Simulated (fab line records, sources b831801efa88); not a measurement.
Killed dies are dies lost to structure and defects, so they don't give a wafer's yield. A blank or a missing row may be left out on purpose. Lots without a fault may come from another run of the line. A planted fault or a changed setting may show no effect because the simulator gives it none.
Chamber matching | flow sky130 | SKY_LI_CONTACT_CMP_02 on cmp-01: 4 sister chambers
The step polishes PSG. 8 wafers are shown with their chamber, then 8 later ones without.

WAFERS WITH THEIR CHAMBER
wafer  | chamber | motor_current_A (A) | time_to_endpoint_s (s)
L834.3 | 2       | 13.4                | 35.4
L834.4 | 3       | 11.0                | 31.6
L842.3 | 2       | 13.4                | 33.3
L842.6 | 1       | 12.5                | 33.3
L843.2 | 0       | 11.0                | 31.6
L843.3 | 1       | 12.6                | 31.4
L843.5 | 0       | 11.1                | 33.7
L847.2 | 3       | 11.3                | 29.2

WAFERS WITHOUT THEIR CHAMBER
wafer  | motor_current_A (A) | time_to_endpoint_s (s)
L847.3 | 12.8                | 31.1
L847.4 | 11.1                | 31.0
L848.1 | 11.2                | 28.5
L848.5 | 11.5                | 25.7
L848.6 | 10.8                | 27.3
L849.2 | 12.8                | 32.6
L849.4 | 11.3                | 31.7
L849.6 | 11.2                | 30.1

WHICH CHAMBER EACH WENT THROUGH
wafer  | from the rows above     | in truth
L847.3 | 1                       | 1
L847.4 | can't be placed: 3 or 0 | 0
L848.1 | can't be placed: 3 or 0 | 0
L848.5 | can't be placed: 3 or 0 | 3
L848.6 | can't be placed: 3 or 0 | 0
L849.2 | 1                       | 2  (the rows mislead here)
L849.4 | can't be placed: 3 or 0 | 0
L849.6 | can't be placed: 3 or 0 | 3
Placed correctly: 1 of 8. Can't be placed from these rows: 6 (the true chamber is among the candidates in 6). Placed wrongly: 1.
How it was worked out, from the rows above alone: a wafer's distance from a chamber is the root of the sum, over the readings, of the square of ((its reading less the chamber's mean) divided by the reading's scatter). The wafer belongs to the nearest chamber; if the next one is less than 2 further off, it can't be placed. A chamber's mean is the mean of its shown wafers. The scatter: the root of (the sum of the squares of (reading less its chamber's mean) over the shown wafers, divided by (wafers less chambers)).
